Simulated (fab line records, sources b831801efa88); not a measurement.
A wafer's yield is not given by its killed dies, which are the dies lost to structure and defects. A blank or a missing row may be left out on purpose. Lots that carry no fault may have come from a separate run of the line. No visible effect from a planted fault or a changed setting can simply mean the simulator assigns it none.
fab line records -- flow sky130
[record] lots = 6, wafers = 18, last-day = 50
route steps=708 shown LI_CONTACT@375 LOCAL_INTERCONNECT@387 PAD_OPEN@708
lots that met no fault: from a run of the same line without faults
start-h: the number of hours between the record's first day and the start of the first shown wafer of the lot -- wait-h: hours since the lot's step before -- " unchanged from the row above -- L1.1+2: a row that stands for several wafers -- - no value present, or no start provided -- * or withheld: withheld -- < > ~ a bound
route shown NAME@n: a module of which the file shows steps, and the number in the route of the first -- usual: mean and standard deviation over wafers with no fault -- same: alike in all rows -- chamber/n: place in a boat -- sites: readings site by site -- _std_site: the standard deviation of these -- _edge_site: the outer-site mean with the inner-site mean subtracted -- radius-mm: for every site, how far away it sits from the centre of the wafer -- mask NAME#n: copy n -- behind: the last tool/chamber to shape the wafer -- hold: what put the lot on hold/how long, in hours/how the hold closed -- device: the transistor (n, p or np) that didn't switch -- end of line: the route-end tests of the same wafers -- a step with no rows: only its recipe -- killed: at the first sort, the dies lost to defects and structure; wafer yield is something else -- map: the dies of a wafer, with x for killed, . for not killed, _ for no die there
set.NAME: the setting the step ran with; set.NAME@STEP: the setting that earlier step ran with -- model.NAME: the simulator's own value behind a step, which no gauge read
a table for each step, a row for each wafer; lots at some steps of the route
services: from which hour (start-h, from the record's first day; less than 0 if before it) a tool's chamber was out of use, for how many hours, and why
[[steps]]
[step SKY_LI_CONTACT_OVL_MEAS_13]
[usual] LI_CONTACT_OVL = 6/5.4
lot.wafer,tool,chamber,start-h,wait-h,LI_CONTACT_OVL[nm]
L184.1,overlay-01,-,693.03,0.1,-4
L184.3,overlay-01,-,693.03,0.1,1
L184.6,overlay-01,-,693.03,0.1,-4
L185.1,overlay-01,-,715.26,0.1,-2
L185.4,overlay-01,-,715.26,0.1,2
L185.5,overlay-01,-,715.26,0.1,8
L190.4,overlay-01,-,733.88,0.1,2
L190.5,overlay-01,-,733.88,0.1,8
L190.6,overlay-01,-,733.88,0.1,8
L192.3,overlay-02,-,756.84,0.1,9
L192.5,overlay-02,-,756.84,0.1,12
L192.6,overlay-02,-,756.84,0.1,7
L193.3,overlay-01,-,765.87,0.1,2
L193.5,overlay-01,-,765.87,0.1,8
L193.6,overlay-01,-,765.87,0.1,-2
L206.1,overlay-02,-,855.71,0.1,17
L206.2,overlay-02,-,855.71,0.1,12
L206.4,overlay-02,-,855.71,0.1,17
[step SKY_LI_CONTACT_ETCH_14]
[recipe] chemistry = N2/H2, target = BARC, ion-energy-ev = 200, source-w = 500, bias-w = 100, pressure-mtorr = 30, n2-flow-sccm = 100, h2-flow-sccm = 200, stop-on = SiO2, time-s = 45.9, target-depth-a = 600
[step SKY_LI_CONTACT_ETCH_15]
[recipe] target = PSG, chemistry = C4F8/O2/Ar, stop-on = Si, taper-deg = 4.15, mask-material = KrF-thick, source-w = 1500, bias-w = 1200, pressure-mtorr = 40, c4f8-flow-sccm = withheld, O2_flow_sccm = 6, Ar_flow_sccm = 300, time-s = withheld, target-depth-a = 6000
[usual] chamber-pressure-mTorr = 40.00/0.035, oes-product-au = 0.837/0.0054
lot.wafer,tool,chamber,start-h,wait-h,chamber-pressure-mTorr,oes-product-au
L184.1,rie-diel-04,1,693.11,0.0,39.98,0.837
L184.3,rie-diel-04,0,693.11,0.0,40.03,0.831
L184.6,rie-diel-04,3,693.11,0.0,39.99,0.837
L185.1,rie-diel-03,1,715.34,0.0,39.99,0.834
L185.4,rie-diel-03,0,715.34,0.0,39.98,0.836
L185.5,rie-diel-03,2,715.34,0.0,39.99,0.839
L190.4,rie-diel-03,2,733.94,0.0,40.04,0.843
L190.5,rie-diel-03,2,733.94,0.0,39.99,0.840
L190.6,rie-diel-03,3,733.94,0.0,39.99,0.831
L192.3,rie-diel-04,1,756.91,0.0,39.98,0.835
L192.5,rie-diel-04,1,756.91,0.0,39.91,0.836
L192.6,rie-diel-04,0,756.91,0.0,40.02,0.833
L193.3,rie-diel-03,3,765.94,0.0,39.98,0.832
L193.5,rie-diel-03,2,765.94,0.0,40.06,0.842
L193.6,rie-diel-03,3,765.94,0.0,39.98,0.849
L206.1,rie-diel-04,2,855.79,0.0,39.95,0.832
L206.2,rie-diel-04,0,855.79,0.0,40.00,0.836
L206.4,rie-diel-04,1,855.79,0.0,40.02,0.832
[step SKY_LI_CONTACT_STRIP_16]
[recipe] chemistry = O2/N2, power-w = 1400, pressure-mtorr = 1500, platen-temp-c = withheld, o2-flow-sccm = 3000, n2-flow-sccm = 300, overash-fraction = 0.5
[usual] chamber-pressure-mTorr = 1499.9/1.5, drypump-motor-current-A = 5.4/0.31, o2-flow-sccm = 3000/8.5, oes-product-au = 0.375/0.0044, strip-time-to-endpoint-s = 3.48/0.04
lot.wafer,tool,chamber,start-h,wait-h,chamber-pressure-mTorr,drypump-motor-current-A,o2-flow-sccm,oes-product-au,rf-hours-counter-h,strip-time-to-endpoint-s
L184.1,plasma-asher-04,0,693.19,-,1496.6,5.5,3001,0.376,58,3.54
L184.3,plasma-asher-04,1,693.19,-,1501.0,4.9,3018,0.379,-,3.56
L184.6,plasma-asher-04,0,693.19,-,1498.6,5.5,3001,0.378,-,3.46
L185.1,plasma-asher-02,0,715.43,-,1497.5,5.2,3015,0.379,30,3.52
L185.4,plasma-asher-02,0,715.43,-,1501.0,5.2,3009,0.366,-,3.43
L185.5,plasma-asher-02,0,715.43,-,1498.8,5.2,3010,0.370,-,3.43
L190.4,plasma-asher-04,1,734.06,-,1500.0,4.9,2999,0.378,-,3.43
L190.5,plasma-asher-04,0,734.06,-,1499.2,5.5,3003,0.372,-,3.43
L190.6,plasma-asher-04,1,734.06,-,1500.4,4.9,3004,0.376,-,3.49
L192.3,plasma-asher-04,0,757.03,-,1498.2,5.5,2988,0.376,-,3.48
L192.5,plasma-asher-04,0,757.03,-,1500.5,5.5,2983,0.377,-,3.50
L192.6,plasma-asher-04,1,757.03,-,1499.9,4.9,3000,0.373,-,3.51
L193.3,plasma-asher-01,1,766.06,-,1499.5,5.3,3001,0.374,-,3.47
L193.5,plasma-asher-01,0,766.06,-,1498.3,5.4,3014,0.379,-,3.40
L193.6,plasma-asher-01,1,766.06,-,1502.3,5.3,2993,0.381,-,3.46
L206.1,plasma-asher-02,1,855.88,-,1499.5,5.8,2997,0.378,44,3.53
L206.2,plasma-asher-02,0,855.88,-,1501.0,5.2,2988,0.373,44,3.51
L206.4,plasma-asher-02,0,855.88,-,1499.0,5.2,2998,0.382,-,3.51
[step SKY_LI_CONTACT_CLEAN_17]
[recipe] chemistry = NMP, time-s = 600, temp-c = 60, dry = n2-spin
[step SKY_LI_CONTACT_PRE_CLEAN_18]
[recipe] gas = Ar, time-s = 5.6, bias-v = 358
[step SKY_LI_CONTACT_SPUTTER_19]
[recipe] material = Ti, target-thk-nm = 20, chamber-pressure-pa = 5, power-w = 2500, substrate-temp-c = 200, time-s = 106.37
[step SKY_LI_CONTACT_SPUTTER_20]
[recipe] material = TiN, target-thk-nm = 20, chamber-pressure-pa = 5, power-w = 4000, time-s = 80
[usual] throttle-valve-pct = 30.3/1.2
lot.wafer,tool,chamber,start-h,wait-h,throttle-valve-pct
L184.1,pvd-sputter-01,-,693.58,0.0,28.6
L184.3,pvd-sputter-01,-,693.58,0.0,29.9
L184.6,pvd-sputter-01,-,693.58,0.0,29.1
L185.1,pvd-sputter-03,-,715.80,0.0,31.1
L185.4,pvd-sputter-03,-,715.80,0.0,32.5
L185.5,pvd-sputter-03,-,715.80,0.0,31.1
L190.4,pvd-sputter-04,-,734.40,0.0,30.0
L190.5,pvd-sputter-04,-,734.40,0.0,30.8
L190.6,pvd-sputter-04,-,734.40,0.0,30.1
L192.3,pvd-sputter-01,-,757.36,0.0,28.7
L192.5,pvd-sputter-01,-,757.36,0.0,30.7
L192.6,pvd-sputter-01,-,757.36,0.0,29.8
L193.3,pvd-sputter-03,-,766.41,0.0,29.3
L193.5,pvd-sputter-03,-,766.41,0.0,30.2
L193.6,pvd-sputter-03,-,766.41,0.0,32.4
L206.1,pvd-sputter-04,-,856.42,0.0,30.0
L206.2,pvd-sputter-04,-,856.42,0.0,30.1
L206.4,pvd-sputter-04,-,856.42,0.0,30.9
[step SKY_LI_CONTACT_CVD_21]
[recipe] material = W, target-thk-nm = 400, time-s = 120.56, temp-c = 400, pressure-torr = 40
[usual] heater-power-w = 822/83
lot.wafer,tool,chamber,start-h,wait-h,heater-power-w
L184.1,cvd-w-01,1,693.64,0.0,731
L184.3,cvd-w-01,1,693.64,0.0,740
L184.6,cvd-w-01,0,693.64,0.0,717
L185.1,cvd-w-02,0,715.86,0.0,860
L185.4,cvd-w-02,0,715.86,0.0,841
L185.5,cvd-w-02,0,715.86,0.0,851
L190.4,cvd-w-02,0,734.50,0.1,855
L190.5,cvd-w-02,0,734.50,0.1,848
L190.6,cvd-w-02,1,734.50,0.1,904
L192.3,cvd-w-01,0,757.47,0.1,717
L192.5,cvd-w-01,1,757.47,0.1,715
L192.6,cvd-w-01,0,757.47,0.1,710
L193.3,cvd-w-01,1,766.52,0.1,752
L193.5,cvd-w-01,0,766.52,0.1,726
L193.6,cvd-w-01,1,766.52,0.1,735
L206.1,cvd-w-02,0,856.48,0.0,873
L206.2,cvd-w-02,1,856.48,0.0,906
L206.4,cvd-w-02,0,856.48,0.0,852
[step SKY_LI_CONTACT_RS_MEAS_22]
[recipe] thk-meas-gauge = four-point-probe, reads = W_of_LI_CONTACT_CVD_21+TiN_of_LI_CONTACT_SPUTTER_20+Ti_of_LI_CONTACT_SPUTTER_19
[usual] LI_CONTACT_W_RS = 0.2850/0.0028
lot.wafer,tool,chamber,start-h,wait-h,LI_CONTACT_W_RS[ohm/sq]
L184.1,film-metro-02,-,693.77,0.1,0.2843
L184.3,film-metro-02,-,693.77,0.1,0.2839
L184.6,film-metro-02,-,693.77,0.1,0.2839
L185.1,film-metro-01,-,715.98,0.1,0.2848
L185.4,film-metro-01,-,715.98,0.1,0.2878
L185.5,film-metro-01,-,715.98,0.1,0.2834
L190.4,film-metro-02,-,734.64,0.1,0.2863
L190.5,film-metro-02,-,734.64,0.1,0.2823
L190.6,film-metro-02,-,734.64,0.1,0.2900
L192.3,film-metro-03,-,757.59,0.1,0.2853
L192.5,film-metro-03,-,757.59,0.1,0.2868
L192.6,film-metro-03,-,757.59,0.1,0.2839
L193.3,film-metro-03,-,766.64,0.1,0.2846
L193.5,film-metro-03,-,766.64,0.1,0.2827
L193.6,film-metro-03,-,766.64,0.1,0.2833
L206.1,film-metro-02,-,856.61,0.1,0.2908
L206.2,film-metro-02,-,856.61,0.1,0.2892
L206.4,film-metro-02,-,856.61,0.1,0.2907
[step SKY_LI_CONTACT_THK_MEAS_23]
[recipe] thk-meas-gauge = xrf, reads = W_of_LI_CONTACT_CVD_21
[usual] LI_CONTACT_W_THK = 397/6.9
lot.wafer,tool,chamber,start-h,wait-h,LI_CONTACT_W_THK[nm]
L184.1,film-metro-02,-,693.89,0.1,391
L184.3,film-metro-02,-,693.89,0.1,391
L184.6,film-metro-02,-,693.89,0.1,390
L185.1,film-metro-01,-,716.10,0.1,401
L185.4,film-metro-01,-,716.10,0.1,397
L185.5,film-metro-01,-,716.10,0.1,402
L190.4,film-metro-02,-,734.73,0.1,392
L190.5,film-metro-02,-,734.73,0.1,395
L190.6,film-metro-02,-,734.73,0.1,386
L192.3,film-metro-03,-,757.69,0.1,405
L192.5,film-metro-03,-,757.69,0.1,404
L192.6,film-metro-03,-,757.69,0.1,406
L193.3,film-metro-03,-,766.74,0.1,403
L193.5,film-metro-03,-,766.74,0.1,405
L193.6,film-metro-03,-,766.74,0.1,405
L206.1,film-metro-02,-,856.73,0.1,383
L206.2,film-metro-02,-,856.73,0.1,384
L206.4,film-metro-02,-,856.73,0.1,385
[step SKY_LI_CONTACT_CMP_24]
[recipe] stop-on = PSG, t-overpolish-s = 20, down-force-psi = 3.5, platen-rpm = 60, target-thk-nm = 0, pad-velocity-m-s = 0.94248
[step SKY_LOCAL_INTERCONNECT_SPUTTER_00]
[recipe] material = TiN, target-thk-nm = 100, temp-c = 300, power-w = 6500, time-s = 83.3, chamber-pressure-pa = 0.4
[usual] throttle-valve-pct = 30.6/1
lot.wafer,tool,chamber,start-h,wait-h,throttle-valve-pct
L184.1,pvd-sputter-03,-,694.25,0.2,32.4
L184.3,pvd-sputter-03,-,694.25,0.2,31.4
L184.6,pvd-sputter-03,-,694.25,0.2,31.4
L185.1,pvd-sputter-02,-,716.46,0.2,30.4
L185.4,pvd-sputter-02,-,716.46,0.2,29.1
L185.5,pvd-sputter-02,-,716.46,0.2,29.2
L190.4,pvd-sputter-02,-,735.09,0.2,31.0
L190.5,pvd-sputter-02,-,735.09,0.2,30.5
L190.6,pvd-sputter-02,-,735.09,0.2,29.8
L192.3,pvd-sputter-02,-,758.03,0.1,29.9
L192.5,pvd-sputter-02,-,758.03,0.1,29.8
L192.6,pvd-sputter-02,-,758.03,0.1,31.0
L193.3,pvd-sputter-04,-,767.08,0.1,30.0
L193.5,pvd-sputter-04,-,767.08,0.1,30.9
L193.6,pvd-sputter-04,-,767.08,0.1,30.3
L206.1,pvd-sputter-03,-,857.53,0.1,30.2
L206.2,pvd-sputter-03,-,857.53,0.1,29.2
L206.4,pvd-sputter-03,-,857.53,0.1,31.2
[step SKY_LOCAL_INTERCONNECT_RS_MEAS_01]
[recipe] thk-meas-gauge = four-point-probe, reads = TiN_of_LOCAL_INTERCONNECT_SPUTTER_00
[usual] LOCAL_INTERCONNECT_TIN_RS = 14.25/0.17
lot.wafer,tool,chamber,start-h,wait-h,LOCAL_INTERCONNECT_TIN_RS[ohm/sq]
L184.1,film-metro-02,-,694.31,0.0,14.06
L184.3,film-metro-02,-,694.31,0.0,13.93
L184.6,film-metro-02,-,694.31,0.0,13.97
L185.1,film-metro-04,-,716.53,0.0,14.33
L185.4,film-metro-04,-,716.53,0.0,14.36
L185.5,film-metro-04,-,716.53,0.0,14.38
L190.4,film-metro-04,-,735.19,0.1,17.16
L190.5,film-metro-04,-,735.19,0.1,17.15
L190.6,film-metro-04,-,735.19,0.1,16.84
L192.3,film-metro-04,-,758.13,0.1,16.98
L192.5,film-metro-04,-,758.13,0.1,16.94
L192.6,film-metro-04,-,758.13,0.1,17.06
L193.3,film-metro-04,-,767.18,0.1,14.02
L193.5,film-metro-04,-,767.18,0.1,14.20
L193.6,film-metro-04,-,767.18,0.1,14.36
L206.1,film-metro-03,-,857.59,0.0,14.27
L206.2,film-metro-03,-,857.59,0.0,14.28
L206.4,film-metro-03,-,857.59,0.0,14.40
[step SKY_LOCAL_INTERCONNECT_THK_MEAS_02]
[recipe] thk-meas-gauge = xrf, reads = TiN_of_LOCAL_INTERCONNECT_SPUTTER_00
[usual] LOCAL_INTERCONNECT_TIN_THK = 100.9/1.2
lot.wafer,tool,chamber,start-h,wait-h,LOCAL_INTERCONNECT_TIN_THK[nm]
L184.1,film-metro-02,-,694.43,0.1,103.1
L184.3,film-metro-02,-,694.43,0.1,103.7
L184.6,film-metro-02,-,694.43,0.1,103.4
L185.1,film-metro-04,-,716.65,0.1,99.8
L185.4,film-metro-04,-,716.65,0.1,99.9
L185.5,film-metro-04,-,716.65,0.1,99.2
L190.4,film-metro-04,-,735.28,0.1,87.2
L190.5,film-metro-04,-,735.28,0.1,87.0
L190.6,film-metro-04,-,735.28,0.1,88.7
L192.3,film-metro-04,-,758.23,0.1,87.8
L192.5,film-metro-04,-,758.23,0.1,88.2
L192.6,film-metro-04,-,758.23,0.1,87.3
L193.3,film-metro-04,-,767.28,0.1,103.1
L193.5,film-metro-04,-,767.28,0.1,101.2
L193.6,film-metro-04,-,767.28,0.1,100.4
L206.1,film-metro-03,-,857.71,0.1,100.4
L206.2,film-metro-03,-,857.71,0.1,100.3
L206.4,film-metro-03,-,857.71,0.1,98.8
[step SKY_LOCAL_INTERCONNECT_DEHYDRATE_03]
[recipe] temp-c = 200, time-s = 60
[step SKY_LOCAL_INTERCONNECT_HMDS_04]
[recipe] prime-time-s = 60, prime-temp-c = 120
[step SKY_LOCAL_INTERCONNECT_COAT_05]
[recipe] resist = BARC, temp-c = withheld, time-s = withheld, spin-rpm = 3000, resist-thk-nm = 60
[step SKY_LOCAL_INTERCONNECT_COAT_06]
[recipe] resist = KrF-thick, spin-rpm = 3000, resist-thk-nm = 450
[step SKY_LOCAL_INTERCONNECT_SOFTBAKE_07]
[recipe] temp-c = 100, time-s = 90, resist = KrF-thick
[step SKY_LOCAL_INTERCONNECT_EXPOSE_08]
[recipe] mask-id = LI1M, na = 0.8, source-shape = annular, sigma-inner = 0.55, sigma-outer = 0.85, target-cd-nm = 170, dose-mj = 28
[step SKY_LOCAL_INTERCONNECT_PEB_09]
[recipe] peb-temp-c = withheld, peb-time-s = withheld, resist = KrF-thick
[step SKY_LOCAL_INTERCONNECT_DEVELOP_10]
[recipe] develop-time-s = 60, resist = KrF-thick, dev-temp-c = 21
[step SKY_LOCAL_INTERCONNECT_CD_MEAS_11]
[recipe] target-cd-nm = 170
[usual] cd-nm = 170.3/1.5
lot.wafer,tool,chamber,start-h,wait-h,cd-nm
L184.1,cd-sem-01,-,722.54,-,168.6
L184.3,cd-sem-01,-,722.54,-,170.9
L184.6,cd-sem-01,-,722.54,-,169.5
L185.1,cd-sem-01,-,744.39,-,169.8
L185.4,cd-sem-01,-,744.39,-,169.5
L185.5,cd-sem-01,-,744.39,-,168.4
L190.4,cd-sem-01,-,762.62,-,171.1
L190.5,cd-sem-01,-,762.62,-,171.2
L190.6,cd-sem-01,-,762.62,-,171.0
L192.3,cd-sem-01,-,784.87,-,169.8
L192.5,cd-sem-01,-,784.87,-,169.3
L192.6,cd-sem-01,-,784.87,-,170.0
L193.3,cd-sem-01,-,793.68,-,170.8
L193.5,cd-sem-01,-,793.68,-,171.7
L193.6,cd-sem-01,-,793.68,-,171.6
L206.1,cd-sem-02,-,884.14,-,172.5
L206.2,cd-sem-02,-,884.14,-,172.8
L206.4,cd-sem-02,-,884.14,-,171.4
[step SKY_LOCAL_INTERCONNECT_OVL_MEAS_12]
[usual] LOCAL_INTERCONNECT_OVL = 2/5.2
lot.wafer,tool,chamber,start-h,wait-h,LOCAL_INTERCONNECT_OVL[nm]
L184.1,overlay-02,-,722.66,0.1,-2
L184.3,overlay-02,-,722.66,0.1,-2
L184.6,overlay-02,-,722.66,0.1,0
L185.1,overlay-01,-,744.51,0.1,-7
L185.4,overlay-01,-,744.51,0.1,7
L185.5,overlay-01,-,744.51,0.1,1
L190.4,overlay-02,-,762.70,0.1,0
L190.5,overlay-02,-,762.70,0.1,-10
L190.6,overlay-02,-,762.70,0.1,-3
L192.3,overlay-01,-,784.96,0.1,3
L192.5,overlay-01,-,784.96,0.1,6
L192.6,overlay-01,-,784.96,0.1,6
L193.3,overlay-02,-,793.77,0.1,9
L193.5,overlay-02,-,793.77,0.1,10
L193.6,overlay-02,-,793.77,0.1,7
L206.1,overlay-01,-,884.26,0.1,2
L206.2,overlay-01,-,884.26,0.1,-4
L206.4,overlay-01,-,884.26,0.1,-6
[step SKY_LOCAL_INTERCONNECT_ETCH_13]
[recipe] chemistry = N2/H2, target = BARC, ion-energy-ev = 200, bias-w = 100, pressure-mtorr = 30, n2-flow-sccm = 100, h2-flow-sccm = 200, icp-w = 500, stop-on = SiO2, time-s = 45.9, target-depth-a = 600
[step SKY_LOCAL_INTERCONNECT_METAL_ETCH_14]
[recipe] target-depth-nm = 110, stop-on = PSG, chemistry = Cl2/BCl3, target = TiN, resist-sidewall-deg = 88, pressure-mtorr = 10, icp-w = 900, bias-w = 48.5, Cl2_flow_sccm = 60, bcl3-flow-sccm = 30, time-s = 31.4
[usual] chamber-pressure-mTorr = 10.000/0.01, drypump-motor-current-A = 5.47/0.28, oes-product-au = 0.937/0.0072, throttle-valve-pct = 21.905/0.01
lot.wafer,tool,chamber,start-h,wait-h,chamber-pressure-mTorr,drypump-motor-current-A,oes-product-au,rf-hours-counter-h,throttle-valve-pct
L184.1,rie-metal-01,1,722.76,0.0,9.994,5.58,0.943,12,21.917
L184.3,rie-metal-01,1,722.76,0.0,10.008,5.59,0.951,-,21.903
L184.6,rie-metal-01,1,722.76,0.0,10.008,5.58,0.949,-,21.882
L185.1,rie-metal-02,1,744.67,0.1,10.002,5.80,0.938,12,21.916
L185.4,rie-metal-02,1,744.67,0.1,10.005,5.80,0.944,-,21.905
L185.5,rie-metal-02,1,744.67,0.1,9.997,5.81,0.926,-,21.924
L190.4,rie-metal-02,1,762.95,0.1,10.015,5.81,0.857,-,21.956
L190.5,rie-metal-02,1,762.95,0.1,10.010,5.81,0.856,-,21.964
L190.6,rie-metal-02,1,762.95,0.1,9.999,5.81,0.875,-,21.948
L192.3,rie-metal-02,0,785.06,0.0,9.983,5.15,0.870,-,21.937
L192.5,rie-metal-02,1,785.06,0.0,10.004,5.80,0.860,-,21.951
L192.6,rie-metal-02,0,785.06,0.0,9.999,5.15,0.861,-,21.964
L193.3,rie-metal-03,1,793.88,0.0,10.006,5.39,0.946,-,21.911
L193.5,rie-metal-03,1,793.88,0.0,9.990,5.40,0.946,-,21.900
L193.6,rie-metal-03,0,793.88,0.0,9.979,4.93,0.929,-,21.910
L206.1,rie-metal-01,0,884.36,0.0,9.994,5.52,0.937,6,21.893
L206.2,rie-metal-01,1,884.36,0.0,10.008,5.62,0.930,2,21.911
L206.4,rie-metal-01,1,884.36,0.0,10.008,5.60,0.929,-,21.900
[step SKY_LOCAL_INTERCONNECT_STRIP_15]
[recipe] chemistry = O2/N2, power-w = 1400, pressure-mtorr = 1500, platen-temp-c = withheld, o2-flow-sccm = 3000, n2-flow-sccm = 300, overash-fraction = 0.5
[usual] chamber-pressure-mTorr = 1500.1/1.3, drypump-motor-current-A = 5.6/0.41, o2-flow-sccm = 3001/8.9, oes-product-au = 0.427/0.0048, strip-time-to-endpoint-s = 4.718/0.023
lot.wafer,tool,chamber,start-h,wait-h,chamber-pressure-mTorr,drypump-motor-current-A,o2-flow-sccm,oes-product-au,rf-hours-counter-h,strip-time-to-endpoint-s
L184.1,plasma-asher-01,1,722.81,0.0,1502.1,5.3,2982,0.427,102,4.747
L184.3,plasma-asher-01,1,722.81,0.0,1501.4,5.3,2984,0.428,-,4.735
L184.6,plasma-asher-01,1,722.81,0.0,1500.6,5.3,2992,0.421,-,4.752
L185.1,plasma-asher-03,1,744.78,0.1,1499.5,6.2,2997,0.434,91,4.706
L185.4,plasma-asher-03,0,744.78,0.1,1501.3,5.3,2989,0.421,-,4.708
L185.5,plasma-asher-03,0,744.78,0.1,1498.8,5.2,3004,0.432,-,4.685
L190.4,plasma-asher-03,1,763.05,0.1,1500.8,6.2,2998,0.431,-,4.709
L190.5,plasma-asher-03,1,763.05,0.1,1500.5,6.2,2992,0.421,-,4.712
L190.6,plasma-asher-03,0,763.05,0.1,1500.9,5.3,2991,0.422,-,4.715
L192.3,plasma-asher-03,1,785.13,0.1,1498.7,6.2,3004,0.434,-,4.714
L192.5,plasma-asher-03,0,785.13,0.1,1500.0,5.3,3008,0.418,-,4.723
L192.6,plasma-asher-03,1,785.13,0.1,1500.3,6.2,3007,0.422,-,4.717
L193.3,plasma-asher-01,0,793.95,0.1,1498.6,5.4,2998,0.425,-,4.695
L193.5,plasma-asher-01,0,793.95,0.1,1499.3,5.4,3007,0.426,-,4.688
L193.6,plasma-asher-01,1,793.95,0.1,1500.1,5.3,3016,0.433,-,4.718
L206.1,plasma-asher-01,0,884.41,0.0,1498.7,5.4,3016,0.427,12,4.735
L206.2,plasma-asher-01,1,884.41,0.0,1501.3,5.3,2991,0.427,12,4.737
L206.4,plasma-asher-01,0,884.41,0.0,1500.6,5.4,2996,0.427,-,4.746
[step SKY_PAD_OPEN_PROBE_99]
[usual] killed_at_M0_to_M3 = 44/7.3, killed_at_M4_up = 3.4/1.8, killed-at-contacts = 24/5.8, killed-at-front-end = 15/4.9, killed-at-other = 0.4/0.63, killed-dies = 86/11, killed-open = 47/8, killed-short = 39/6.5
[same] gross-dies = 492, killed-at-back-side = 0
lot.wafer,tool,chamber,start-h,wait-h,killed_at_M0_to_M3,killed_at_M4_up,killed-at-contacts,killed-at-front-end,killed-at-other,killed-dies,killed-open,killed-short
L185.1,prober-02,-,1106.75,0.1,50,4,19,11,1,85,45,40
L185.4,prober-02,-,1106.90,0.2,42,3,23,10,1,79,32,46
L185.5,prober-02,-,1106.95,0.2,54,2,19,11,0,86,50,35
L190.4,prober-01,-,1119.08,0.2,38,5,29,17,0,89,54,34
L190.5,prober-01,-,1119.13,0.2,36,4,19,16,2,77,42,34
L190.6,prober-01,-,1119.18,0.2,35,3,28,19,0,85,39,43
L206.1,prober-01,-,1200.56,0.1,34,5,27,19,0,85,39,46
L206.2,prober-01,-,1200.61,0.1,33,3,24,14,0,74,38,36
L206.4,prober-01,-,1200.71,0.2,49,2,28,12,0,91,50,41
// killed by level:class
L185.1 CONTACT:geometric-particle:open=10 VIA3:geometric-particle:open=10 VIA2:geometric-particle:open=9 METAL2:geometric-particle:short=8 METAL1:geometric-particle:short=6 VIA1:geometric-particle:open=6 VIA1:geometric-particle:short=5 LI_CONTACT:geometric-particle:open=4
L185.4 VIA1:geometric-particle:short=10 CONTACT:geometric-particle:open=9 METAL1:geometric-particle:short=8 VIA1:geometric-particle:open=7 LOCAL_INTERCONNECT:geometric-particle:short=4 METAL2:geometric-particle:short=4 LI_CONTACT:geometric-particle:open=3 LI_CONTACT:geometric-particle:short=3
L185.5 VIA1:geometric-particle:open=19 VIA1:geometric-particle:short=8 VIA2:geometric-particle:open=7 CONTACT:geometric-particle:open=6 VIA3:geometric-particle:open=6 LOCAL_INTERCONNECT:geometric-particle:short=5 METAL2:geometric-particle:short=5 FIELD_ISO:geometric-particle:open=4
L190.4 CONTACT:geometric-particle:open=11 VIA1:geometric-particle:open=8 POLY_GATE:geometric-particle:open=8 LI_CONTACT:geometric-particle:open=8 VIA3:geometric-particle:open=7 VIA1:geometric-particle:short=6 LOCAL_INTERCONNECT:geometric-particle:short=4 LI_CONTACT:geometric-particle:short=4
L190.5 CONTACT:geometric-particle:open=8 METAL1:geometric-particle:short=6 VIA3:geometric-particle:open=6 CONTACT:geometric-particle:short=5 METAL2:geometric-particle:short=5 VIA2:geometric-particle:short=5 FIELD_ISO:geometric-particle:open=4 LI_CONTACT:geometric-particle:open=4
L190.6 CONTACT:geometric-particle:open=9 LOCAL_INTERCONNECT:geometric-particle:short=7 VIA2:geometric-particle:open=7 VIA1:geometric-particle:open=6 FIELD_ISO:geometric-particle:short=5 POLY_GATE:geometric-particle:short=4 LI_CONTACT:geometric-particle:open=4 LI_CONTACT:geometric-particle:short=4
L206.1 LOCAL_INTERCONNECT:geometric-particle:short=8 VIA1:geometric-particle:open=7 CONTACT:geometric-particle:open=7 METAL1:geometric-particle:short=7 FIELD_ISO:geometric-particle:short=5 FIELD_ISO:geometric-particle:open=5 LI_CONTACT:geometric-particle:open=5 VIA1:geometric-particle:short=4
L206.2 METAL1:geometric-particle:short=9 LI_CONTACT:geometric-particle:open=8 CONTACT:geometric-particle:open=7 VIA1:geometric-particle:open=6 CONTACT:geometric-particle:short=5 FIELD_ISO:geometric-particle:open=4 FIELD_ISO:geometric-particle:short=3 SPACER:geometric-particle:open=3
L206.4 VIA1:geometric-particle:open=11 LI_CONTACT:geometric-particle:open=10 CONTACT:geometric-particle:open=9 VIA2:geometric-particle:open=7 VIA2:geometric-particle:short=6 VIA3:geometric-particle:short=6 VIA1:geometric-particle:short=5 LOCAL_INTERCONNECT:geometric-particle:short=4
[[services]]
tool,chamber,start-h,hours,kind
rie-diel-04,2,673.12,32.8,repair
cvd-w-02,0,681.22,9.2,repair
pvd-sputter-02,-,692.63,9.7,repair
pvd-sputter-04,-,693.23,6.9,repair
rie-metal-02,-,694.17,2.0,repair
cvd-w-01,-,696.43,1.0,repair
rie-metal-01,0,723.14,11.0,repair
rie-diel-04,3,728.49,32.6,repair
plasma-asher-01,-,733.81,9.0,pm
rie-diel-03,1,736.29,36.8,repair
plasma-asher-01,-,742.81,2.8,pm
plasma-asher-01,-,796.20,19.4,repair
rie-metal-02,-,799.29,3.8,repair
cvd-w-02,-,822.87,0.7,repair
pvd-sputter-04,-,832.54,2.5,repair
cvd-w-02,-,842.24,0.9,repair
rie-diel-03,2,844.20,5.2,repair
rie-diel-03,1,846.24,2.2,repair
rie-diel-03,-,849.36,14.6,pm
cvd-w-01,0,860.37,10.2,repair
cvd-w-01,1,865.92,8.0,repair
cvd-w-02,-,868.00,0.5,repair
rie-metal-02,-,874.54,2.8,pm
pvd-sputter-04,-,882.32,14.1,repair
[[key]]
[first-sign] step = SKY_LOCAL_INTERCONNECT_RS_MEAS_01, reading = LOCAL_INTERCONNECT_TIN_RS, direction = up, sigmas = 17, usual = 14.25, struck = 17.02
[effect] step = SKY_LOCAL_INTERCONNECT_THK_MEAS_02, reading = LOCAL_INTERCONNECT_TIN_THK, direction = down, sigmas = 11, usual = 100.9, struck = 87.7
[effect] step = SKY_LOCAL_INTERCONNECT_METAL_ETCH_14, reading = oes-product-au, direction = down, sigmas = 10, usual = 0.937, struck = 0.863
met-at SKY_LOCAL_INTERCONNECT_SPUTTER_00
struck-wafers L190.4,L190.5,L190.6,L192.3,L192.5,L192.6
rows-end L192.3,L192.5,L192.6
tester-left-out L190
onset-between 716.46 735.09
also-fits SKY_LI_CONTACT_STRIP_16:plasma-asher-04
[fault] kind = site-profile-drift, tool = pvd-sputter-02, chamber = -, onset-h = 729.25, steps = SKY_LOCAL_INTERCONNECT_SPUTTER_00, basis = fraction, max-abs-drift = 0.2768, slope-share-per-hr = 61.512, site-pattern = 0,0,0,0,0,-1,-1,-1,-1
// tester-left-out: of these lots the tester's yield and bins aren't shown, on N5 and GAA mostly nor the transistor test; their killed dies are dies lost to structure and defects alone, not to doping, threshold or leakage, so they don't give the yield
// rows-end: these wafers met a further fault down the route, and their rows from its step on are left out
